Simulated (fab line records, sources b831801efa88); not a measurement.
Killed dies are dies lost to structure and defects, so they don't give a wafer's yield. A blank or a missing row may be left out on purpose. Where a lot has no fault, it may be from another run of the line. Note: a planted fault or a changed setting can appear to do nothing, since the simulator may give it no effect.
What tool caused it?	flow gf180mcu	Sampling: 13 lots, 35 wafers, 7 of 602 route steps

## WHAT EACH GAUGE READ, for each wafer
GF_POLY_GATE_OVL_MEAS_11. Usual: POLY_GATE_OVL typically reads -1 nm, with standard deviation 5.3.
lot	measured	on	POLY_GATE_OVL (nm)	flag
L882	day 9 14:25	overlay-01	-3 8 1	
L884	day 10 04:19	overlay-01	-2 8 -1	
L887	day 11 14:06	overlay-02	-2 4 1	
L889	day 11 16:14	overlay-01	-11 -2 -13	
L891	day 12 13:53	overlay-01	0	
L892	day 12 18:44	overlay-02	-4	
L895	day 13 15:10	overlay-02	9 3 7	
L896	day 13 23:22	overlay-02	1 -5 -1	
L898	day 14 10:25	overlay-02	8 6 1	
L899	day 14 17:26	overlay-02	-1 -4 5	
L902	day 15 13:46	overlay-01	11 9 2	
L903	day 15 20:13	overlay-02	-9 -10 -6	
L904	day 16 03:30	overlay-01	-5 -8 -4	

GF_HV_LDD_CD_MEAS_46: target cd 400 nm. Usual: cd nm at 400.3 nm, with a standard deviation of 2.3.
lot	measured	on	cd nm (nm)	flag
L882	day 12 20:35	cd sem-01	401.8 403.0 401.7	
L884	day 13 15:17	cd sem-01	402.4 399.2 401.0	
L887	day 15 04:32	cd sem-01	396.8 398.3 396.7	
L889	day 15 05:41	cd sem-02	397.5 400.8 400.4	
L891	day 16 05:49	cd sem-01	-	OFF
L892	day 16 10:29	cd sem-01	-	OFF
L895	day 17 09:32	cd sem-02	401.2 401.5 399.5	
L896	day 17 18:07	cd sem-01	403.6 403.5 402.6	
L898	day 18 06:41	cd sem-02	398.1 398.0 399.4	
L899	day 18 14:01	cd sem-01	396.9 401.0 399.2	
L902	day 19 16:45	cd sem-01	401.4 399.1 399.6	
L903	day 20 01:07	cd sem-01	401.2 403.2 400.1	
L904	day 20 06:11	cd sem-01	395.7 398.0 397.7	

GF_HV_LDD_OVL_MEAS_47. Usual: HV_LDD_03_OVL typically reads 0.0 nm, with standard deviation 1.3.
lot	measured	on	HV_LDD_03_OVL (nm)	flag
L882	day 12 20:41	overlay-01	-0.6 -0.5 0.0	
L884	day 13 15:23	overlay-02	0.6 -0.1 0.2	
L887	day 15 04:40	overlay-01	0.2 0.8 -0.4	
L889	day 15 05:47	overlay-01	-0.9 0.3 -0.2	
L891	day 16 05:55	overlay-02	-	OFF
L892	day 16 10:32	overlay-01	-	OFF
L895	day 17 09:40	overlay-02	-0.4 0.5 0.1	
L896	day 17 18:13	overlay-02	-0.3 1.1 -2.5	
L898	day 18 06:49	overlay-02	-0.7 0.9 0.0	
L899	day 18 14:07	overlay-01	0.3 1.6 1.0	
L902	day 19 16:52	overlay-02	0.5 -1.4 -1.1	
L903	day 20 01:14	overlay-02	0.7 2.3 3.5	
L904	day 20 06:19	overlay-02	-0.7 -0.6 -0.3	

GF_HV_LDD_TW_MEAS_50. Usual: HV_LDD_4_TW typically reads 572.2, with standard deviation 2.9.
lot	measured	on	HV_LDD_4_TW	flag
L882	day 12 20:59	film metro-01	575.8 575.8 577.4	
L884	day 13 15:41	film metro-01	570.5 570.4 571.6	
L887	day 15 04:57	film metro-04	570.8 571.2 572.1	
L889	day 15 06:05	film metro-04	570.6 571.2 569.8	
L891	day 16 06:13	film metro-01	29.9 30.0	OFF
L892	day 16 10:50	film metro-03	30.2 30.1	OFF
L895	day 17 09:56	film metro-03	571.9 572.5 569.4	
L896	day 17 18:30	film metro-01	569.5 573.3 571.7	
L898	day 18 07:05	film metro-04	568.3 567.2 569.7	
L899	day 18 14:24	film metro-03	574.8 574.5 572.2	
L902	day 19 17:09	film metro-04	571.9 572.6 568.8	
L903	day 20 01:31	film metro-04	569.7 568.4 571.9	
L904	day 20 06:35	film metro-01	570.8 574.2 574.2	

GF_NSD_OVL_MEAS_08. Usual: NSD_OVL typically reads 1.1 nm, with standard deviation 1.6.
lot	measured	on	NSD_OVL (nm)	flag
L882	day 13 19:53	overlay-02	0.7 2.7 1.7	
L884	day 14 15:43	overlay-02	2.0 2.5 1.6	
L887	day 16 06:21	overlay-01	2.2 0.6 3.0	
L889	day 16 08:05	overlay-01	1.8 2.4 1.3	
L895	day 18 12:16	overlay-02	3.9 0.9 3.4	
L896	day 18 21:04	overlay-02	0.3 -1.6 -0.6	
L898	day 19 10:10	overlay-02	0.5 -1.1 1.0	
L899	day 19 18:10	overlay-02	0.8 -0.9 -1.9	
L902	day 20 20:06	overlay-01	0.7 1.1 3.7	
L903	day 21 04:10	overlay-02	-1.9 -0.7 -0.4	
L904	day 21 09:47	overlay-01	2.6 0.3 0.0	

## WHICH TOOL RAN EACH LOT (tool, then ch and the chambers of the sampled wafers, then the start)
lot	GF_HV_LDD_DEVELOP_45	GF_HV_LDD_ETCHBACK_58
L882	litho track-02 ch 0, day 12 20:26	rie diel-03 ch 1,2,3, day 12 23:53
L884	litho track-02 ch 0, day 13 15:08	rie diel-02 ch 1,2,3, day 13 18:33
L887	litho track-04 ch 0, day 15 04:23	rie diel-02 ch 0,3, day 15 08:46
L889	litho track-01 ch 0, day 15 05:33	rie diel-02 ch 0,3, day 15 10:42
L891	litho track-01 ch 0, day 16 05:40	rie diel-03 ch 3, day 16 11:53
L892	litho track-01 ch 0, day 16 10:21	rie diel-03 ch 0, day 16 16:20
L895	litho track-04 ch 0, day 17 09:23	rie diel-01 ch 2,3, day 17 12:49
L896	litho track-04 ch 0, day 17 17:58	rie diel-03 ch 2,3, day 17 21:22
L898	litho track-04 ch 0, day 18 06:32	rie diel-02 ch 0,1,2, day 18 09:58
L899	litho track-04 ch 0, day 18 13:52	rie diel-02 ch 0,1, day 18 17:16
L902	litho track-01 ch 0, day 19 16:36	rie diel-03 ch 0,1,2, day 19 20:01
L903	litho track-02 ch 0, day 20 00:58	rie diel-03 ch 1,2,3, day 20 04:23
L904	litho track-04 ch 0, day 20 06:02	rie diel-01 ch 1,2,3, day 20 09:28
- GF_HV_LDD_DEVELOP_45: develop time 60 s.
- GF_HV_LDD_ETCHBACK_58: etches Si3N4 in CH3F/O2, stops on SiO2, time 100 s, target depth 90 nm.

## AS READ BY THE TOOLS THEMSELVES (means over the sampled wafers that have a number; for cases with no such wafer, the mark the record gives instead)
GF_HV_LDD_ETCHBACK_58. Usual: drypump motor current A 5.6 A, standard deviation 0.4; oes product au 0.843 a.u., standard deviation 0.0066; throttle valve pct 10.561 %, standard deviation 0.0092.
lot	tool	drypump motor current A (A)	oes product au (a.u.)	throttle valve pct (%)	flag
L882	rie diel-03	5.9	0.840	10.564	
L884	rie diel-02	5.4	0.852	10.554	
L887	rie diel-02	5.7	0.851	10.569	
L889	rie diel-02	5.7	0.843	10.555	
L891	rie diel-03	6.4	0.845	10.560	
L892	rie diel-03	5.4	0.847	10.571	
L895	rie diel-01	5.7	0.844	10.551	
L896	rie diel-03	6.2	0.843	10.567	
L898	rie diel-02	5.4	0.845	10.558	
L899	rie diel-02	5.7	0.840	10.565	
L902	rie diel-03	5.6	0.839	10.556	
L903	rie diel-03	5.9	0.848	10.559	
L904	rie diel-01	5.7	0.839	10.570	

## THE ANSWER, worked out from the rows above alone
Rule: lot off if the mean of its wafers having a number is beyond 3 standard deviations from the usual mean. A lot without any number at a reading at which 4 lots or more have one is off too. Where the step has rows for the other lots, those lots are counted as sound. After the gauges, taken in route order, come the tools' own readings; for these a lot's mean is taken, as printed above. The first step at which some lot is off is used, and at that step the reading that is off furthest; a lot without a number counts as furthest.
Off: L891, L892 (GF_HV_LDD_CD_MEAS_46, cd nm). Without a number there: L891, L892.
If a tool, at a process step before that reading, ran all the lots that are off and no sound lot after the first of them, it fits. The gauges at GF_HV_LDD_CD_MEAS_46 aren't tried: what is off there is off at GF_HV_LDD_OVL_MEAS_47 too, on other tools, and a gauge's error can't cause that. Of those tried, none fits.

## WHAT THE SIMULATOR HAD PUT IN
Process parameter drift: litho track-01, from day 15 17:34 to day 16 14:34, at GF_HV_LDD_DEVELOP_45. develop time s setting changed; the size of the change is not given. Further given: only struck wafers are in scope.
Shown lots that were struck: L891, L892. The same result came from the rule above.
